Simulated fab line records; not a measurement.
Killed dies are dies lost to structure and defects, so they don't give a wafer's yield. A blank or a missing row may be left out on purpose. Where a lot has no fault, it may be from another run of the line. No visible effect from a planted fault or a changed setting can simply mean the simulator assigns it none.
8D (eight disciplines) problem report, filled in by code    flow sky130    the parts of the form that need people (team, actions taken, sign-off) are left out

1. WHAT IS WRONG
VIA1_W_RS at SKY_VIA1_RS_MEAS_22 reads a mean of 0.699 ohm/sq on 1 wafer of 1 lot; wafers without a fault read 0.427 ohm/sq with a standard deviation of 0.0041. That is +66 standard deviations from the usual mean.
The step: measures by four-point-probe.
First seen on wafer L870.4, day 35 13:45, on film metro-01. The record has a number at this step for 30 wafers belonging to 10 lots. Rule for "out" (also "out of limits"): further than 4 standard deviations from the usual mean. All remaining wafers that have a number are taken as sound.

2. WHAT IT IS, WHAT IT ISN'T
question                     is                 is not
which readings at this step  VIA1_W_RS          -
which lots                   L870               L866, L868, L871, L883, L884, L885, L886, L888, L889
which wafers of those lots   L870.4             L870.3, L870.6
read on which gauges         film metro-01      film metro-02, film metro-03
when                         from day 35 13:45  up to then (8 sound wafers); but 21 sound wafers of L871, L883, L884, L885, L886, L888, L889 came after

3. THE SUSPECTS, EACH WITH WHAT RULES IT OUT
Counting: a tool at a process step up to the reading stays a suspect if it ran every lot that is out. Sound lots after the first of them don't rule it out here, since some wafers of a struck lot are sound.
- ruled out: the gauge at SKY_VIA1_RS_MEAS_22. All the wafers that are out were read on film metro-01, but those of them that SKY_VIA1_CMP_24 has rows for are out there too, on other tools.
- rie diel-01 at SKY_VIA1_ETCH_14 (etches BARC in N2/H2, stops on SiO2, time 45.9 s, target depth 60 nm): kept. It ran the lot that is out, L870 (day 35 12:53); its last sound lot up to then is L866 (day 33 18:20).
- cvd w-01 at SKY_VIA1_CVD_21 (deposits W, target thk 270 nm, time 80.902 s): kept. It ran the lot that is out, L870 (day 35 13:39); its last sound lot up to then is L868 (day 34 12:07).
- Within rie diel-01 at SKY_VIA1_ETCH_14: the wafers that are out ran in chamber 2; their sound lot-mates ran in chamber 1.
- Within cvd w-01 at SKY_VIA1_CVD_21: the wafers that are out ran in chamber 0; their sound lot-mates ran in chamber 1.
After counting, rie diel-01 at SKY_VIA1_ETCH_14 and cvd w-01 at SKY_VIA1_CVD_21 remain.

4. THE CAUSE (what the simulator had put in)
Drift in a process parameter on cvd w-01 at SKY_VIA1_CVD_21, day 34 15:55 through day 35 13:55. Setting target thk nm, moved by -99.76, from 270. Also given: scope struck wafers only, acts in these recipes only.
After counting, 2 suspects remain, this tool included.

5. THE CHAIN OF EFFECTS, in route order
Each row: a reading where the mean over the struck wafers with a number is more than 3 standard deviations away from the usual. Only readings for which the record gives a usual standard deviation are gone through. hours: the time from each lot's start at the first step in this table that gives one to its start at this step, as a median over the lots. sigmas: the change in usual standard deviations.
hours  step                  reading             usual         on struck wafers  change  sigmas
0      SKY_VIA1_RS_MEAS_22   VIA1_W_RS           0.427 ohm/sq  0.699             +0.272  +66
5      SKY_VIA1_THK_MEAS_23  VIA1_W_THK          278 nm        171               -107    -29
8      SKY_VIA1_CMP_24       time to endpoint s  67.2 s        41.4              -25.8   -10
It contains these process steps:
- SKY_VIA1_CMP_24: polishes, stops on SiO2, t overpolish 15 s, target thk 0 nm.

6. WHAT WOULD HAVE CAUGHT IT SOONER
22 hours passed between the start of the fault at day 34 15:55 and the first reading out of limits at a measuring or inspecting step in this record, taken at day 35 13:45.
No tool reading at SKY_VIA1_CVD_21 that has a usual standard deviation in the record was out on any struck wafer, so an alarm limit of 4 standard deviations on those readings would not have fired.
The start of SKY_VIA1_CVD_21 on cvd w-01 came by day 35 13:45 for every one of the lots that are out (1). A hold on the tool at that time would have spared none of them.
